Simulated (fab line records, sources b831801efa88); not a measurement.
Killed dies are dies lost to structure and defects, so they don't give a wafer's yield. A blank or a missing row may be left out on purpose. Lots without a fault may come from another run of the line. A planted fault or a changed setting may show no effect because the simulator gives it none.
fab line records | flow sfq_line
record lots=6 wafers=17 last_day=89
route steps=325 shown R5@222 I5@228
lots that met no fault: from a run of the same line without faults
start_h: hours from the record's first day to the start of the lot's first wafer shown | wait_h: hours since the lot's step before | " the same as in the row above | L1.1+2: a row that stands for several wafers | - no value, or no start given | * or withheld: withheld | < > ~ a bound
route shown NAME@n: a module of which the file shows steps, and the number in the route of the first | usual: mean/standard deviation of fault-free wafers | same: alike in all rows | chamber/n: place in a boat | sites: the reading at each site | _std_site: their standard deviation | _edge_site: outer sites' mean less inner sites' | radius_mm: how far each site lies from the wafer's centre | mask NAME#n: copy n | behind: the tool/chamber that last shaped the wafer | hold: why the lot was held/for how many hours/how that ended | device: the transistor (n, p or np) that didn't switch | end of line: the same wafers' tests at the end of the route | a step without rows: its recipe alone | killed: dies lost to structure and defects at the first sort, not the wafer's yield | map: a wafer's dies, x killed, . not, _ none there
set.NAME: the setting as run; set.NAME@STEP: as run at that earlier step | model.NAME: the simulator's own value behind a step, which no gauge read
lots at some steps of the route; a table a step, a row a wafer
services: from which hour (start_h, from the record's first day; less than 0 if before it) a tool's chamber was out of use, for how many hours, and why
## steps
# step SFQ_TRILAYER_R5_LITHO_DEVELOP_138
# recipe time_s=60 resist=KrF
# step SFQ_R5_OVL_MEAS_935
# usual R5_OVL=2/5.6
# columns lot.wafer tool chamber start_h wait_h R5_OVL[nm]
L854.2 overlay-02 - 1326.56 0.1 -7
L854.3 " - " " -4
L854.4 " - " " -2
L861.2 overlay-01 - 1415.85 0.1 -9
L861.3 " - " " -3
L861.6 " - " " -7
L870.4 overlay-02 - 1644.81 0.1 14
L870.6 " - " " 4
L871.3 overlay-01 - 1654.57 0.1 9
L871.4 " - " " 2
L871.6 " - " " 5
L873.2 overlay-02 - 1668.04 0.1 9
L873.5 " - " " 4
L873.6 " - " " 14
L874.1 overlay-02 - 1669.23 0.1 8
L874.3 " - " " 6
L874.6 " - " " 10
# step SFQ_TRILAYER_R5_BARC_OPEN_METAL_ETCH_177
# recipe mask_material=PR chemistry=O2 target_depth_nm=125 target=BARC icp_w=600 bias_w=80 pressure_mtorr=10 time_s=41.7
# usual drypump_motor_current_A=5.52/0.21 oes_product_au=0.685/0.0044
# columns lot.wafer tool chamber start_h wait_h drypump_motor_current_A oes_product_au rf_hours_counter_h
L854.2 rie_metal-02 1 1326.59 0.0 5.81 0.688 54
L854.3 " 1 " " 5.80 0.688 -
L854.4 " 0 " " 5.22 0.683 -
L861.2 rie_metal-02 0 1415.88 0.0 5.23 0.687 85
L861.3 " 0 " " 5.22 0.683 -
L861.6 " 1 " " 5.82 0.686 -
L870.4 rie_metal-04 0 1644.84 0.0 5.59 0.683 -
L870.6 " 1 " " 5.54 0.682 -
L871.3 rie_metal-01 0 1654.62 0.0 5.42 0.688 -
L871.4 " 1 " " 5.57 0.680 -
L871.6 " 1 " " 5.60 0.684 -
L873.2 rie_metal-02 1 1668.07 0.0 5.82 0.687 97
L873.5 " 1 " " 5.81 0.685 -
L873.6 " 0 " " 5.19 0.682 -
L874.1 rie_metal-04 0 1669.27 0.0 5.59 0.676 44
L874.3 " 1 " " 5.56 0.684 -
L874.6 " 1 " " 5.56 0.681 -
# step SFQ_TRILAYER_R5_ETCH_METAL_ETCH_139
# recipe stop_on=SiO2 mask_material=PR chemistry=Cl2 target_depth_nm=60 icp_w=600 bias_w=80 pressure_mtorr=10 time_s=40
# usual drypump_motor_current_A=5.52/0.21 oes_product_au=0.989/0.0052
# columns lot.wafer tool chamber start_h wait_h drypump_motor_current_A oes_product_au rf_hours_counter_h
L854.2 rie_metal-02 1 1326.65 0.0 5.81 0.986 54
L854.3 " 1 " " 5.81 0.988 -
L854.4 " 0 " " 5.24 0.988 -
L861.2 rie_metal-02 0 1415.94 0.0 5.21 0.988 85
L861.3 " 0 " " 5.21 0.984 -
L861.6 " 1 " " 5.83 0.998 -
L870.4 rie_metal-04 0 1644.90 0.0 5.60 0.987 -
L870.6 " 1 " " 5.56 0.986 -
L871.3 rie_metal-01 0 1654.68 0.0 5.40 0.988 -
L871.4 " 1 " " 5.53 0.985 -
L871.6 " 1 " " 5.59 0.984 -
L873.2 rie_metal-02 1 1668.13 0.0 5.83 0.988 97
L873.5 " 1 " " 5.83 0.996 -
L873.6 " 0 " " 5.20 0.990 -
L874.1 rie_metal-04 0 1669.33 0.0 5.58 0.981 44
L874.3 " 1 " " 5.56 0.993 -
L874.6 " 1 " " 5.59 0.986 -
# step SFQ_TRILAYER_R5_STRIP_STRIP_140
# recipe gas=O2 power_w=200 platen_temp_c=40 overash_fraction=0.65 chemistry=O2 pressure_mtorr=50
# usual drypump_motor_current_A=5.52/0.21 oes_product_au=0.998/0.0069
# columns lot.wafer tool chamber start_h wait_h drypump_motor_current_A oes_product_au rf_hours_counter_h
L854.2 rie_metal-02 1 1326.71 0.0 5.82 1.001 54
L854.3 " 1 " " 5.83 0.999 -
L854.4 " 0 " " 5.23 1.000 -
L861.2 rie_metal-02 0 1416.00 0.0 5.22 1.003 85
L861.3 " 0 " " 5.21 0.986 -
L861.6 " 1 " " 5.82 0.983 -
L870.4 rie_metal-04 0 1645.14 0.2 5.59 1.002 -
L870.6 " 1 " " 5.51 0.994 -
L871.3 rie_metal-01 0 1654.92 0.2 5.38 0.985 -
L871.4 " 1 " " 5.61 0.998 -
L871.6 " 1 " " 5.61 0.998 -
L873.2 rie_metal-02 1 1668.19 0.0 5.82 1.013 97
L873.5 " 1 " " 5.83 1.010 -
L873.6 " 0 " " 5.20 0.992 -
L874.1 rie_metal-04 1 1669.39 0.0 5.57 0.995 117
L874.3 " 1 " " 5.58 0.996 -
L874.6 " 1 " " 5.58 0.991 -
# step SFQ_TRILAYER_R5_STRIP_SOLV_CLEAN_141
# recipe chemistry=NMP temp_c=70 time_s=600
# step SFQ_TRILAYER_A5C_DEP_PECVD_142
# recipe material=SiO2 temp_c=150 time_s=15.556 pressure_torr=2.4 rf_w=183.3 precursor=SiH4/N2O target_thk_nm=70
# usual heater_power_w=90/11 throttle_valve_pct=25.0/1.3
# columns lot.wafer tool chamber start_h wait_h heater_power_w throttle_valve_pct
L854.2 pecvd-04 2 1327.48 0.0 91 23.0
L854.3 " 0 " " 82 25.3
L854.4 " 1 " " 100 23.8
L861.2 pecvd-01 0 1416.78 0.0 101 25.1
L861.3 " 1 " " 77 24.7
L861.6 " 2 " " 82 23.9
L870.4 pecvd-01 0 1645.75 0.0 100 24.8
L870.6 " 1 " " 78 24.5
L871.3 pecvd-01 1 1655.52 0.0 78 24.4
L871.4 " 0 " " 112 24.9
L871.6 " 1 " " 76 24.6
L873.2 pecvd-04 1 1668.98 0.0 104 24.9
L873.5 " 2 " " 94 23.4
L873.6 " 0 " " 90 26.3
L874.1 pecvd-02 0 1670.36 0.0 77 27.9
L874.3 " 0 " " 80 27.7
L874.6 " 1 " " 95 26.1
# step SFQ_TRILAYER_I5_LITHO_COAT_149
# recipe resist=BARC spin_rpm=3000 resist_thk_nm=62
# step SFQ_TRILAYER_I5_LITHO_COAT_144
# recipe resist=KrF spin_rpm=3000 resist_thk_nm=650
# step SFQ_TRILAYER_I5_LITHO_SOFTBAKE_148
# recipe temp_c=withheld time_s=withheld resist=KrF
# step SFQ_TRILAYER_I5_LITHO_EXPOSE_145
# recipe mask_id=I5 na=0.6 source_shape=conventional sigma_outer=0.65 target_cd_nm=700 dose_mj=21.3
# step SFQ_TRILAYER_I5_LITHO_PEB_147
# recipe peb_temp_c=115 peb_time_s=60 resist=KrF
# step SFQ_TRILAYER_I5_LITHO_DEVELOP_146
# recipe time_s=60 resist=KrF
# usual chill_plate_temp_C=23.00/0.11 exhaust_pa=45.0/0.85
# columns lot.wafer tool chamber start_h wait_h chill_plate_temp_C exhaust_pa model.KrF_of_TRILAYER_I5_LITHO_COAT_144.thk_nm
L854.2 litho_track-01 0 1329.83 0.1 23.03 46.0 625
L854.3 " 0 " " 23.06 43.8 622.8
L854.4 " 0 " " 22.92 44.6 625.3
L861.2 litho_track-03 0 1465.02 0.1 23.14 45.4 625.8
L861.3 " 0 " " 23.13 45.1 622.9
L861.6 " 0 " " 23.19 44.9 622.6
L870.4 litho_track-03 - 1769.27 0.1 - - 648
L870.6 " - " " - - 646.9
L871.3 litho_track-01 - 1778.85 0.1 - - 651.5
L871.4 " - " " - - 648.2
L871.6 " - " " - - 650.1
L873.2 litho_track-03 0 1789.62 0.1 23.08 44.5 625.7
L873.5 " 0 " " 23.03 44.6 623.9
L873.6 " 0 " " 23.13 43.0 623.3
L874.1 litho_track-04 0 1793.20 0.1 22.98 43.2 627.3
L874.3 " 0 " " 22.73 45.1 625.8
L874.6 " 0 " " 22.97 45.0 626.2
# step SFQ_I5_OVL_MEAS_936
# usual I5_OVL=0/5.5
# columns lot.wafer tool chamber start_h wait_h I5_OVL[nm]
L854.2 overlay-02 - 1329.96 0.1 1
L854.3 " - " " 0
L854.4 " - " " 7
L861.2 overlay-01 - 1465.15 0.1 -3
L861.3 " - " " -5
L861.6 " - " " -13
L870.4 overlay-01 - 1769.36 0.1 -
L870.6 " - " " -
L871.3 overlay-01 - 1778.96 0.1 -
L871.4 " - " " -
L871.6 " - " " -
L873.2 overlay-01 - 1789.75 0.1 -4
L873.5 " - " " -3
L873.6 " - " " 3
L874.1 overlay-02 - 1793.35 0.1 5
L874.3 " - " " -4
L874.6 " - " " 5
## services
# columns tool chamber start_h hours kind
rie_metal-04 1 1353.84 7.7 repair
rie_metal-02 0 1361.22 2.4 repair
pecvd-04 - 1371.98 0.9 repair
rie_metal-02 1 1387.53 2.1 repair
pecvd-04 - 1428.17 4.3 pm
pecvd-01 2 1433.49 8.1 repair
rie_metal-04 - 1443.15 2.8 pm
pecvd-01 - 1451.98 0.5 repair
rie_metal-01 1 1464.32 3.7 repair
rie_metal-02 0 1476.11 10.8 repair
pecvd-01 1 1495.32 6.1 repair
pecvd-01 - 1495.73 0.6 repair
pecvd-01 1 1508.75 6.4 repair
rie_metal-04 0 1512.28 4.7 repair
pecvd-01 - 1531.70 1.9 repair
rie_metal-04 - 1539.41 4.0 pm
pecvd-01 0 1541.88 3.5 repair
rie_metal-02 - 1576.83 2.8 pm
pecvd-01 - 1608.16 2.2 repair
rie_metal-04 - 1674.07 0.9 repair
pecvd-01 - 1686.25 14.0 pm
rie_metal-01 - 1709.91 10.0 pm
pecvd-01 2 1764.33 18.2 repair
pecvd-01 2 1789.94 3.8 repair
## key
first_sign step=SFQ_TRILAYER_I5_LITHO_DEVELOP_146 reading=tool_record direction=missing
effect none on later readings
model_effect step=SFQ_TRILAYER_I5_LITHO_DEVELOP_146 value=KrF_of_TRILAYER_I5_LITHO_COAT_144.thk_nm without=623.6 struck=648.9
met_at SFQ_TRILAYER_I5_LITHO_DEVELOP_146
struck_wafers L870.4,L870.6,L871.3,L871.4,L871.6
onset_between 1465.02 1769.27
fault kind=skipped_step_whole tool=litho_track-01,litho_track-03 chamber=- onset_h=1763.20 steps=SFQ_TRILAYER_I5_LITHO_DEVELOP_146 scope=struck_lots_only
